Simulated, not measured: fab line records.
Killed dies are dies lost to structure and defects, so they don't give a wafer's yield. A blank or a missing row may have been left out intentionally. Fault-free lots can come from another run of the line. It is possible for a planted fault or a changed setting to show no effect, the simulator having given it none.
fab line records + flow gf180mcu
record
- lots=12
- wafers=36
- last_day=34
route steps=602 shown STI@4 HV_LDD@231 M1@318
lots untouched by any fault: they come from a run of this same line in which no faults occurred
start_h: hours from the record's first day to the start of the lot's first wafer shown + wait_h: how many hours have passed since the lot's step before this one + " identical to the entry in the row above + L1.1+2: several wafers, shown together as one row + - either no value or no given start + * or withheld: withheld + < > ~ a bound
route shown NAME@n: NAME is a module with steps in the file, n the number in the route of the first one + usual: the fault-free wafers' mean and standard deviation + same: alike in all rows + chamber/n: place in a boat + sites: per-site readings + _std_site: how widely they spread, as a standard deviation + _edge_site: outer sites' mean less inner sites' + radius_mm: for every site, how far away it sits from the centre of the wafer + mask NAME#n: copy n + behind: tool/chamber where the wafer was last shaped + hold: cause of the lot's hold/its duration in hours/its outcome + device: transistor that didn't switch, given as n, p or np + end of line: the route-end tests of the same wafers + for a step that has no rows: nothing shown but its recipe + killed: count of dies lost to structure and defects at first sort (not the wafer's yield) + map: per-die view of a wafer (x killed, . not killed, _ where there is no die)
set.NAME: the run value of the setting; set.NAME@STEP: its run value at that earlier step + model.NAME: the simulator's own value behind a step, which no gauge read
one table for each step of the route and one row for each wafer, over a sample of lots
services: from which hour (start_h, from the record's first day; less than 0 if before it) a tool's chamber was out of use, for how many hours, and why
## steps
# step GF_STI_CVD_03
# recipe
- material=Si3N4
- precursor=DCS/NH3
- target_thk_nm=207.16
- temp_c=770
- time_s=3551
- pressure_mtorr=250
# usual
- spike_tc_centre_C=770.3/1.2
- spike_tc_lower_C=770.4/1.1
- spike_tc_upper_C=770.2/1.5
- susceptor_temp_C=770.0/0.35
- zone_power_centre_pct=13.3/0.79
- zone_power_lower_pct=13.7/0.56
- zone_power_upper_pct=12.6/1.6
| lot.wafer | tool     | chamber | start_h | wait_h | spike_tc_centre_C | spike_tc_lower_C | spike_tc_upper_C | susceptor_temp_C | zone_power_centre_pct | zone_power_lower_pct | zone_power_upper_pct |
|-----------|----------|---------|---------|--------|-------------------|------------------|------------------|------------------|-----------------------|----------------------|----------------------|
| L983.1    | lpcvd-02 | 0       | 21.57   | 0.1    | 770.7             | 772.3            | 771.7            | 769.4            | 12.5                  | 13.7                 | 13.2                 |
| L983.3    | "        | 0       | "       | "      | 770.3             | 770.8            | 771.4            | 769.6            | 12.5                  | 13.5                 | 13.1                 |
| L983.6    | "        | 0       | "       | "      | 771.6             | 768.6            | 771.9            | 769.5            | 12.5                  | 13.7                 | 12.9                 |
| L984.2    | lpcvd-02 | 0       | 26.57   | 0.0    | 735.5             | 774.0            | 773.6            | 769.8            | 4.1                   | 18.3                 | 17.4                 |
| L984.3    | "        | 0       | "       | "      | 737.5             | 774.5            | 774.7            | 769.7            | 4.0                   | 18.1                 | 17.8                 |
| L984.6    | "        | 0       | "       | "      | 735.0             | 775.3            | 776.7            | 769.7            | 4.0                   | 18.2                 | 17.7                 |
| L985.1    | lpcvd-01 | 1       | 36.00   | 0.1    | 769.8             | 771.5            | 766.8            | 770.2            | 13.7                  | 14.6                 | 12.2                 |
| L985.2    | "        | 1       | "       | "      | 770.9             | 769.0            | 767.2            | 770.3            | 13.7                  | 14.6                 | 12.0                 |
| L985.3    | "        | 1       | "       | "      | 772.1             | 768.0            | 768.0            | 770.3            | 14.1                  | 14.7                 | 12.4                 |
| L986.3    | lpcvd-02 | 0       | 39.77   | 0.0    | 736.0             | 774.8            | 775.7            | 769.8            | 4.1                   | 18.3                 | 17.6                 |
| L986.4    | "        | 0       | "       | "      | 735.3             | 777.3            | 776.7            | 769.8            | 4.1                   | 18.3                 | 17.6                 |
| L986.5    | "        | 0       | "       | "      | 735.5             | 774.3            | 776.0            | 770.0            | 4.0                   | 18.4                 | 17.7                 |
| L987.1    | lpcvd-02 | 0       | 45.86   | 0.1    | 736.5             | 775.8            | 775.5            | 770.6            | 4.1                   | 18.5                 | 17.5                 |
| L987.2    | "        | 0       | "       | "      | 735.1             | 773.9            | 775.6            | 770.3            | 4.1                   | 18.5                 | 17.9                 |
| L987.6    | "        | 0       | "       | "      | 735.5             | 773.1            | 775.9            | 770.5            | 4.1                   | 18.4                 | 17.6                 |
| L996.1    | lpcvd-01 | 0       | 87.28   | 0.1    | 770.3             | 771.0            | 772.4            | 770.0            | 14.4                  | 13.6                 | 14.3                 |
| L996.5    | "        | 0       | "       | "      | 769.4             | 769.5            | 769.8            | 769.6            | 14.2                  | 13.5                 | 14.5                 |
| L996.6    | "        | 0       | "       | "      | 768.9             | 770.6            | 773.1            | 769.9            | 14.3                  | 13.3                 | 14.0                 |
| L999.1    | lpcvd-01 | 1       | 101.57  | 0.1    | 769.7             | 770.0            | 767.8            | 769.4            | 13.8                  | 14.8                 | 11.8                 |
| L999.3    | "        | 1       | "       | "      | 770.5             | 768.4            | 767.0            | 769.8            | 13.8                  | 14.8                 | 12.0                 |
| L999.4    | "        | 1       | "       | "      | 773.9             | 770.8            | 767.1            | 769.7            | 13.8                  | 14.9                 | 12.0                 |
| L100.1    | lpcvd-01 | 0       | 106.57  | 0.1    | 767.7             | 770.9            | 770.3            | 770.1            | 13.9                  | 13.5                 | 14.5                 |
| L100.3    | "        | 0       | "       | "      | 768.6             | 772.1            | 769.9            | 770.2            | 14.2                  | 13.4                 | 14.2                 |
| L100.6    | "        | 0       | "       | "      | 768.4             | 768.9            | 771.3            | 770.0            | 14.1                  | 13.4                 | 14.1                 |
| L101.1    | lpcvd-02 | 1       | 112.30  | 0.1    | 771.0             | 771.0            | 769.3            | 769.6            | 12.8                  | 13.5                 | 9.3                  |
| L101.3    | "        | 1       | "       | "      | 771.7             | 770.0            | 771.2            | 769.9            | 12.5                  | 13.5                 | 9.5                  |
| L101.6    | "        | 1       | "       | "      | 770.0             | 770.7            | 769.0            | 770.5            | 12.4                  | 13.2                 | 9.4                  |
| L102.3    | lpcvd-01 | 1       | 116.98  | 0.0    | 770.0             | 771.0            | 767.6            | 770.3            | 13.9                  | 15.0                 | 12.0                 |
| L102.4    | "        | 1       | "       | "      | 769.4             | 768.3            | 767.8            | 770.3            | 13.6                  | 14.8                 | 12.2                 |
| L102.6    | "        | 1       | "       | "      | 769.9             | 769.2            | 767.7            | 770.6            | 13.6                  | 14.6                 | 12.1                 |
| L103.2    | lpcvd-01 | 0       | 121.57  | 0.0    | 769.9             | 770.5            | 771.0            | 770.5            | 14.5                  | 13.5                 | 14.6                 |
| L103.4    | "        | 0       | "       | "      | 769.2             | 770.1            | 768.4            | 770.1            | 14.2                  | 13.5                 | 14.3                 |
| L103.6    | "        | 0       | "       | "      | 768.8             | 770.5            | 772.5            | 770.7            | 14.3                  | 13.5                 | 14.2                 |
| L104.3    | lpcvd-02 | 1       | 126.80  | 0.0    | 770.3             | 772.3            | 770.6            | 770.2            | 12.5                  | 13.2                 | 9.3                  |
| L104.5    | "        | 1       | "       | "      | 769.7             | 772.3            | 768.0            | 769.9            | 12.6                  | 13.4                 | 9.3                  |
| L104.6    | "        | 1       | "       | "      | 769.9             | 771.3            | 770.0            | 770.0            | 12.6                  | 13.3                 | 9.2                  |
# step GF_STI_THK_MEAS_04
# recipe
- reads=Si3N4_of_STI_CVD_03
# usual
- STI_CVD_03_THK=206.3/2.4
| lot.wafer | tool          | chamber | start_h | wait_h | STI_CVD_03_THK[nm] |
|-----------|---------------|---------|---------|--------|--------------------|
| L983.1    | film_metro-01 | -       | 23.56   | 0.0    | 209.0              |
| L983.3    | "             | -       | "       | "      | 208.3              |
| L983.6    | "             | -       | "       | "      | 209.4              |
| L984.2    | film_metro-01 | -       | 28.57   | 0.0    | 158.9              |
| L984.3    | "             | -       | "       | "      | 156.9              |
| L984.6    | "             | -       | "       | "      | 163.0              |
| L985.1    | film_metro-02 | -       | 37.99   | 0.0    | 208.1              |
| L985.2    | "             | -       | "       | "      | 207.6              |
| L985.3    | "             | -       | "       | "      | 207.4              |
| L986.3    | film_metro-01 | -       | 41.78   | 0.0    | 185.5              |
| L986.4    | "             | -       | "       | "      | 193.1              |
| L986.5    | "             | -       | "       | "      | 197.9              |
| L987.1    | film_metro-02 | -       | 47.84   | 0.0    | 160.3              |
| L987.2    | "             | -       | "       | "      | 157.0              |
| L987.6    | "             | -       | "       | "      | 159.9              |
| L996.1    | film_metro-02 | -       | 89.27   | 0.0    | 203.7              |
| L996.5    | "             | -       | "       | "      | 203.2              |
| L996.6    | "             | -       | "       | "      | 202.1              |
| L999.1    | film_metro-01 | -       | 103.56  | 0.0    | 207.0              |
| L999.3    | "             | -       | "       | "      | 206.4              |
| L999.4    | "             | -       | "       | "      | 207.6              |
| L100.1    | film_metro-04 | -       | 108.56  | 0.0    | 207.9              |
| L100.3    | "             | -       | "       | "      | 209.3              |
| L100.6    | "             | -       | "       | "      | 207.5              |
| L101.1    | film_metro-04 | -       | 114.28  | 0.0    | 204.5              |
| L101.3    | "             | -       | "       | "      | 204.6              |
| L101.6    | "             | -       | "       | "      | 204.4              |
| L102.3    | film_metro-02 | -       | 118.98  | 0.0    | 206.8              |
| L102.4    | "             | -       | "       | "      | 206.5              |
| L102.6    | "             | -       | "       | "      | 205.2              |
| L103.2    | film_metro-01 | -       | 123.57  | 0.0    | 206.9              |
| L103.4    | "             | -       | "       | "      | 205.6              |
| L103.6    | "             | -       | "       | "      | 206.1              |
| L104.3    | film_metro-04 | -       | 128.81  | 0.0    | 205.0              |
| L104.5    | "             | -       | "       | "      | 204.5              |
| L104.6    | "             | -       | "       | "      | 205.9              |
# step GF_STI_ETCH_13
# recipe
- chemistry=CHF3/O2
- stop_on=Si
- over_etch_frac=0.3
- target_depth_a=2823.1
- source_w=600
- bias_w=200
- pressure_mtorr=40
- chf3_flow_sccm=50
- O2_flow_sccm=5
- time_s=112.9
# usual
- drypump_motor_current_A=5.7/0.39
- oes_product_au=0.831/0.0066
- throttle_valve_pct=8.810/0.0086
| lot.wafer | tool        | chamber | start_h | wait_h | drypump_motor_current_A | oes_product_au | rf_hours_counter_h | throttle_valve_pct |
|-----------|-------------|---------|---------|--------|-------------------------|----------------|--------------------|--------------------|
| L983.1    | rie_diel-03 | 2       | 35.89   | 0.1    | 5.1                     | 0.839          | 136                | 8.825              |
| L983.3    | "           | 1       | "       | "      | 6.2                     | 0.844          | 52                 | 8.814              |
| L983.6    | "           | 0       | "       | "      | 5.4                     | 0.831          | -                  | 8.815              |
| L984.2    | rie_diel-02 | 0       | 40.44   | 0.1    | 6.2                     | 0.728          | 66                 | 8.787              |
| L984.3    | "           | 1       | "       | "      | 5.5                     | 0.721          | 5                  | 8.782              |
| L984.6    | "           | 2       | "       | "      | 6.3                     | 0.733          | -                  | 8.778              |
| L985.1    | rie_diel-01 | 1       | 49.42   | 0.1    | 5.4                     | 0.830          | 69                 | 8.815              |
| L985.2    | "           | 2       | "       | "      | 6.1                     | 0.827          | 4                  | 8.800              |
| L985.3    | "           | 3       | "       | "      | 5.4                     | 0.830          | 97                 | 8.806              |
| L986.3    | rie_diel-01 | 1       | 52.94   | 0.1    | 5.4                     | 0.781          | 70                 | 8.788              |
| L986.4    | "           | 2       | "       | "      | 6.1                     | 0.799          | 4                  | 8.803              |
| L986.5    | "           | 1       | "       | "      | 5.4                     | 0.818          | -                  | 8.801              |
| L987.1    | rie_diel-02 | 0       | 59.97   | 0.1    | 6.2                     | 0.732          | 67                 | 8.778              |
| L987.2    | "           | 2       | "       | "      | 6.3                     | 0.726          | 2                  | 8.794              |
| L987.6    | "           | 1       | "       | "      | 5.5                     | 0.732          | -                  | 8.782              |
| L996.1    | rie_diel-02 | 1       | 102.49  | 0.1    | 5.5                     | 0.826          | 7                  | 8.814              |
| L996.5    | "           | 2       | "       | "      | 6.3                     | 0.820          | -                  | 8.804              |
| L996.6    | "           | 1       | "       | "      | 5.5                     | 0.822          | -                  | 8.819              |
| L999.1    | rie_diel-02 | 0       | 117.57  | 0.1    | 6.2                     | 0.821          | 68                 | 8.807              |
| L999.3    | "           | 1       | "       | "      | 5.5                     | 0.828          | 8                  | 8.823              |
| L999.4    | "           | 2       | "       | "      | 6.3                     | 0.834          | 3                  | 8.814              |
| L100.1    | rie_diel-01 | 2       | 123.64  | 0.1    | 6.2                     | 0.827          | 6                  | 8.821              |
| L100.3    | "           | 0       | "       | "      | 6.0                     | 0.841          | 33                 | 8.809              |
| L100.6    | "           | 2       | "       | "      | 6.2                     | 0.835          | -                  | 8.806              |
| L101.1    | rie_diel-01 | 0       | 129.04  | 0.1    | 6.0                     | 0.824          | 33                 | 8.806              |
| L101.3    | "           | 2       | "       | "      | 6.2                     | 0.836          | 7                  | 8.807              |
| L101.6    | "           | 2       | "       | "      | 6.2                     | 0.828          | -                  | 8.794              |
| L102.3    | rie_diel-03 | 3       | 133.69  | 0.1    | 5.5                     | 0.833          | 58                 | 8.796              |
| L102.4    | "           | 1       | "       | "      | 6.1                     | 0.823          | 54                 | 8.810              |
| L102.6    | "           | 2       | "       | "      | 5.1                     | 0.831          | -                  | 8.812              |
| L103.2    | rie_diel-02 | 3       | 138.99  | 0.1    | 5.7                     | 0.829          | 159                | 8.825              |
| L103.4    | "           | 1       | "       | "      | 5.5                     | 0.833          | 8                  | 8.822              |
| L103.6    | "           | 3       | "       | "      | 5.8                     | 0.827          | -                  | 8.810              |
| L104.3    | rie_diel-01 | 3       | 144.14  | 0.1    | 5.5                     | 0.835          | 99                 | 8.807              |
| L104.5    | "           | 1       | "       | "      | 5.4                     | 0.823          | -                  | 8.809              |
| L104.6    | "           | 2       | "       | "      | 6.1                     | 0.832          | -                  | 8.802              |
# step GF_HV_LDD_THK_MEAS_55
# recipe
- reads=SiO2_of_HV_LDD_CVD_54
# usual
- HV_LDD_CVD_54_THK=9.98/0.13
| lot.wafer | tool          | chamber | start_h | wait_h | HV_LDD_CVD_54_THK[nm] |
|-----------|---------------|---------|---------|--------|-----------------------|
| L983.1    | film_metro-04 | -       | 297.36  | 0.0    | 10.01                 |
| L983.3    | "             | -       | "       | "      | 9.96                  |
| L983.6    | "             | -       | "       | "      | 9.93                  |
| L984.2    | film_metro-03 | -       | 301.87  | 0.0    | 9.98                  |
| L984.3    | "             | -       | "       | "      | 10.16                 |
| L984.6    | "             | -       | "       | "      | 9.98                  |
| L985.1    | film_metro-02 | -       | 309.57  | 0.0    | 9.90                  |
| L985.2    | "             | -       | "       | "      | 9.90                  |
| L985.3    | "             | -       | "       | "      | 9.83                  |
| L986.3    | film_metro-03 | -       | 316.41  | 0.0    | 9.92                  |
| L986.4    | "             | -       | "       | "      | 9.72                  |
| L986.5    | "             | -       | "       | "      | 9.84                  |
| L987.1    | film_metro-02 | -       | 331.77  | 0.0    | 9.96                  |
| L987.2    | "             | -       | "       | "      | 10.05                 |
| L987.6    | "             | -       | "       | "      | 9.93                  |
| L996.1    | film_metro-04 | -       | 393.42  | 0.0    | 10.20                 |
| L996.5    | "             | -       | "       | "      | 10.13                 |
| L996.6    | "             | -       | "       | "      | 10.12                 |
| L999.1    | film_metro-04 | -       | 421.62  | 0.0    | 9.91                  |
| L999.3    | "             | -       | "       | "      | 9.85                  |
| L999.4    | "             | -       | "       | "      | 9.84                  |
| L100.1    | film_metro-02 | -       | 427.65  | 0.0    | 10.13                 |
| L100.3    | "             | -       | "       | "      | 10.22                 |
| L100.6    | "             | -       | "       | "      | 10.06                 |
| L101.1    | film_metro-02 | -       | 432.99  | 0.0    | 9.96                  |
| L101.3    | "             | -       | "       | "      | 10.06                 |
| L101.6    | "             | -       | "       | "      | 9.92                  |
| L102.3    | film_metro-04 | -       | 444.52  | 0.0    | 9.93                  |
| L102.4    | "             | -       | "       | "      | 9.95                  |
| L102.6    | "             | -       | "       | "      | 9.92                  |
| L103.2    | film_metro-02 | -       | 450.09  | 0.0    | 10.05                 |
| L103.4    | "             | -       | "       | "      | 9.96                  |
| L103.6    | "             | -       | "       | "      | 10.14                 |
| L104.3    | film_metro-04 | -       | 455.33  | 0.0    | 9.91                  |
| L104.5    | "             | -       | "       | "      | 9.98                  |
| L104.6    | "             | -       | "       | "      | 9.92                  |
# step GF_M1_SPUTTER_03
# recipe
- material=Ti
- target_thk_nm=10
- substrate_temp_c=300
- chamber_pressure_pa=0.3
- power_w=3000
- time_s=6.7
# usual
- throttle_valve_pct=29.9/1
| lot.wafer | tool           | chamber | start_h | wait_h | throttle_valve_pct |
|-----------|----------------|---------|---------|--------|--------------------|
| L983.1    | pvd_sputter-03 | -       | 388.32  | 0.0    | 27.9               |
| L983.3    | "              | -       | "       | "      | 31.1               |
| L983.6    | "              | -       | "       | "      | 28.3               |
| L984.2    | pvd_sputter-03 | -       | 394.37  | 0.0    | 30.4               |
| L984.3    | "              | -       | "       | "      | 30.8               |
| L984.6    | "              | -       | "       | "      | 30.6               |
| L985.1    | pvd_sputter-01 | -       | 403.40  | 0.0    | 29.0               |
| L985.2    | "              | -       | "       | "      | 28.4               |
| L985.3    | "              | -       | "       | "      | 29.2               |
| L986.3    | pvd_sputter-04 | -       | 411.15  | 0.0    | 29.4               |
| L986.4    | "              | -       | "       | "      | 30.1               |
| L986.5    | "              | -       | "       | "      | 30.4               |
| L987.1    | pvd_sputter-03 | -       | 427.40  | 0.0    | 29.3               |
| L987.2    | "              | -       | "       | "      | 28.4               |
| L987.6    | "              | -       | "       | "      | 29.1               |
| L996.1    | pvd_sputter-04 | -       | 494.77  | 0.0    | 29.4               |
| L996.5    | "              | -       | "       | "      | 31.2               |
| L996.6    | "              | -       | "       | "      | 30.3               |
| L999.1    | pvd_sputter-04 | -       | 523.51  | 0.0    | 30.1               |
| L999.3    | "              | -       | "       | "      | 29.2               |
| L999.4    | "              | -       | "       | "      | 30.6               |
| L100.1    | pvd_sputter-01 | -       | 529.04  | 0.0    | 29.2               |
| L100.3    | "              | -       | "       | "      | 29.5               |
| L100.6    | "              | -       | "       | "      | 29.3               |
| L101.1    | pvd_sputter-03 | -       | 534.19  | 0.0    | 30.3               |
| L101.3    | "              | -       | "       | "      | 31.1               |
| L101.6    | "              | -       | "       | "      | 29.0               |
| L102.3    | pvd_sputter-04 | -       | 544.18  | 0.0    | 30.2               |
| L102.4    | "              | -       | "       | "      | 29.6               |
| L102.6    | "              | -       | "       | "      | 31.1               |
| L103.2    | pvd_sputter-04 | -       | 548.86  | 0.0    | 30.9               |
| L103.4    | "              | -       | "       | "      | 30.7               |
| L103.6    | "              | -       | "       | "      | 29.2               |
| L104.3    | pvd_sputter-01 | -       | 555.67  | 0.0    | 28.1               |
| L104.5    | "              | -       | "       | "      | 29.2               |
| L104.6    | "              | -       | "       | "      | 31.7               |
# step GF_M1_OVL_MEAS_15
# usual
- M1_OVL=2/6
| lot.wafer | tool       | chamber | start_h | wait_h | M1_OVL[nm] |
|-----------|------------|---------|---------|--------|------------|
| L983.1    | overlay-02 | -       | 411.48  | 0.1    | 7          |
| L983.3    | "          | -       | "       | "      | 4          |
| L983.6    | "          | -       | "       | "      | -1         |
| L984.2    | overlay-02 | -       | 417.16  | 0.1    | -1         |
| L984.3    | "          | -       | "       | "      | 8          |
| L984.6    | "          | -       | "       | "      | -1         |
| L985.1    | overlay-01 | -       | 427.23  | 0.1    | -9         |
| L985.2    | "          | -       | "       | "      | -1         |
| L985.3    | "          | -       | "       | "      | -6         |
| L986.3    | overlay-02 | -       | 435.69  | 0.1    | 4          |
| L986.4    | "          | -       | "       | "      | 9          |
| L986.5    | "          | -       | "       | "      | 3          |
| L987.1    | overlay-02 | -       | 452.15  | 0.1    | -4         |
| L987.2    | "          | -       | "       | "      | 5          |
| L987.6    | "          | -       | "       | "      | 9          |
| L996.1    | overlay-01 | -       | 518.33  | 0.1    | 8          |
| L996.5    | "          | -       | "       | "      | -3         |
| L996.6    | "          | -       | "       | "      | -2         |
| L999.1    | overlay-02 | -       | 546.65  | 0.1    | 1          |
| L999.3    | "          | -       | "       | "      | 0          |
| L999.4    | "          | -       | "       | "      | 1          |
| L100.1    | overlay-01 | -       | 552.53  | 0.1    | 5          |
| L100.3    | "          | -       | "       | "      | 6          |
| L100.6    | "          | -       | "       | "      | 6          |
| L101.1    | overlay-01 | -       | 557.23  | 0.1    | 1          |
| L101.3    | "          | -       | "       | "      | 2          |
| L101.6    | "          | -       | "       | "      | -2         |
| L102.3    | overlay-02 | -       | 566.59  | 0.1    | 9          |
| L102.4    | "          | -       | "       | "      | 5          |
| L102.6    | "          | -       | "       | "      | 8          |
| L103.2    | overlay-02 | -       | 571.24  | 0.1    | 5          |
| L103.4    | "          | -       | "       | "      | -1         |
| L103.6    | "          | -       | "       | "      | -1         |
| L104.3    | overlay-02 | -       | 578.24  | 0.1    | 3          |
| L104.5    | "          | -       | "       | "      | 4          |
| L104.6    | "          | -       | "       | "      | -1         |
## services
| tool           | chamber | start_h | hours | kind   |
|----------------|---------|---------|-------|--------|
| rie_diel-01    | 2       | -0.16   | 3.2   | repair |
| lpcvd-01       | -       | 13.84   | 4.3   | pm     |
| rie_diel-01    | -       | 31.67   | 0.3   | repair |
| pvd_sputter-04 | -       | 56.20   | 0.9   | repair |
| rie_diel-01    | 2       | 81.75   | 4.4   | repair |
| rie_diel-02    | 2       | 81.88   | 1.2   | repair |
| rie_diel-02    | -       | 95.91   | 0.9   | repair |
| rie_diel-02    | 3       | 96.17   | 3.9   | repair |
| pvd_sputter-04 | -       | 103.36  | 6.7   | repair |
| rie_diel-01    | -       | 104.74  | 14.6  | pm     |
| lpcvd-02       | -       | 147.45  | 18.7  | repair |
| rie_diel-01    | 1       | 164.66  | 9.0   | repair |
| rie_diel-01    | 3       | 188.77  | 11.2  | repair |
| rie_diel-01    | 2       | 198.05  | 1.4   | repair |
| lpcvd-02       | -       | 214.77  | 14.6  | pm     |
| rie_diel-01    | 0       | 255.97  | 2.6   | repair |
| rie_diel-02    | -       | 278.20  | 28.1  | pm     |
| rie_diel-01    | -       | 298.98  | 2.8   | pm     |
| rie_diel-01    | 0       | 306.25  | 5.1   | repair |
| rie_diel-01    | -       | 311.39  | 3.1   | repair |
| rie_diel-02    | 2       | 315.73  | 10.0  | repair |
| lpcvd-02       | -       | 384.60  | 1.4   | repair |
| lpcvd-02       | -       | 400.78  | 2.8   | pm     |
| lpcvd-01       | -       | 428.97  | 0.8   | pm     |
## key
first_sign
- step=GF_STI_CVD_03
- reading=spike_tc_centre_C
- direction=down
- sigmas=28
- usual=770.3
- struck=735.8
effect
- step=GF_STI_CVD_03
- reading=zone_power_centre_pct
- direction=down
- sigmas=12
- usual=13.3
- struck=4.1
effect
- step=GF_STI_THK_MEAS_04
- reading=STI_CVD_03_THK
- direction=down
- sigmas=15
- usual=206.3
- struck=170.3
effect
- step=GF_STI_ETCH_13
- reading=oes_product_au
- direction=down
- sigmas=12
- usual=0.831
- struck=0.752
met_at GF_STI_CVD_03
struck_lots L984,L986,L987
struck_wafers L984.2,L984.3,L984.6,L986.3,L986.4,L986.5,L987.1,L987.2,L987.6
tester_left_out L984,L986,L987
not_acting_at GF_HV_LDD_THK_MEAS_55,GF_M1_SPUTTER_03,GF_M1_OVL_MEAS_15
onset_between 21.57 26.57
fault
- kind=process_parameter_drift
- tool=lpcvd-02
- chamber=0
- onset_h=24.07
- steps=GF_STI_CVD_03
- channel=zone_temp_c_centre
- offset=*
- shape=step
- end_h=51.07
# tester_left_out: of these lots the tester's yield and bins aren't shown, on N5 and GAA mostly nor the transistor test; their killed dies are dies lost to structure and defects alone, not to doping, threshold or leakage, so they don't give the yield
